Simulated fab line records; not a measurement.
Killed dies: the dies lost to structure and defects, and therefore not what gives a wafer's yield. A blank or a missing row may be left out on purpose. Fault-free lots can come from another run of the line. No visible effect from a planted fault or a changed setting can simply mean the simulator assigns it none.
Matching of chambers | flow sky130 | cmp-02 running SKY_LI_CONTACT_CMP_02: 4 sister chambers
The step polishes PSG. 16 wafers are shown with their chamber, then 8 later ones without.

## WAFERS WITH THEIR CHAMBER
wafer  | chamber | motor-current-A (A) | time-to-endpoint-s (s) | platen-rpm (rpm)
L758.2 | 0       | 12.7                | 29.3                   | 59.95
L758.4 | 3       | 9.3                 | 37.7                   | 59.96
L758.5 | 2       | 10.3                | 28.2                   | 59.92
L759.1 | 3       | 10.3                | 38.4                   | 60.03
L759.4 | 0       | 12.8                | 28.8                   | 59.98
L759.6 | 0       | 12.5                | 29.8                   | 59.96
L764.1 | 1       | 12.8                | 31.1                   | 60.01
L764.5 | 3       | 9.5                 | 34.8                   | 59.98
L764.6 | 0       | 12.9                | 30.7                   | 59.97
L768.1 | 2       | 10.6                | 33.9                   | 59.93
L768.3 | 1       | 13.1                | 36.4                   | 59.92
L768.4 | 3       | 10.0                | 35.5                   | 59.97
L770.1 | 3       | 9.8                 | 37.2                   | 59.98
L770.4 | 1       | 13.2                | 32.2                   | 59.96
L770.6 | 1       | 13.9                | 36.9                   | 59.97
L776.1 | 0       | 11.8                | 30.0                   | 59.91

SIGNATURES, as means of the wafers listed above
reading            | chamber 0 | chamber 1 | chamber 2 | chamber 3 | scatter within a chamber
motor-current-A    | 12.540    | 13.250    | 10.450    | 9.780     | 0.418
time-to-endpoint-s | 29.720    | 34.150    | 31.050    | 36.720    | 2.11
platen-rpm         | 59.9540   | 59.9650   | 59.9250   | 59.9840   | 0.0289
Rule: a wafer lies at a distance from a chamber equal to the root of the sum of squares, over the readings, of (its reading less the chamber's mean, divided by the reading's scatter). If the next closest chamber is less than 2 further off than the closest, the wafer can't be placed; otherwise it belongs to the closest. The scatter: take each reading less its chamber's mean, square it, sum over the shown wafers, divide by the number of wafers less the number of chambers, and take the root.

## WAFERS WHOSE CHAMBER IS MISSING
wafer  | motor-current-A (A) | time-to-endpoint-s (s) | platen-rpm (rpm)
L776.2 | 13.6                | 31.0                   | 59.98
L776.3 | 10.4                | 29.7                   | 59.92
L779.2 | 11.1                | 28.4                   | 60.05
L779.3 | 12.7                | 30.4                   | 59.98
L779.6 | 13.5                | 33.2                   | 59.93
L781.4 | 9.8                 | 34.3                   | 60.04
L781.5 | 9.9                 | 34.3                   | 59.97
L781.6 | 10.9                | 29.8                   | 60.00

## WHICH CHAMBER EACH WENT THROUGH
wafer  | from the rows above               | in truth
L776.2 | can't be placed: 1 or 0           | 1
L776.3 | 2                                 | 2
L779.2 | can't be placed: 2 or 0 or 3 or 1 | 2
L779.3 | can't be placed: 0 or 1           | 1
L779.6 | can't be placed: 1 or 0           | 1
L781.4 | 3                                 | 3
L781.5 | can't be placed: 3 or 2           | 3
L781.6 | can't be placed: 2 or 0 or 3      | 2
Placed correctly: 2 of 8. Unplaceable from these rows: 6, with the true chamber sitting among the candidates in 6. Number placed wrongly: 0.
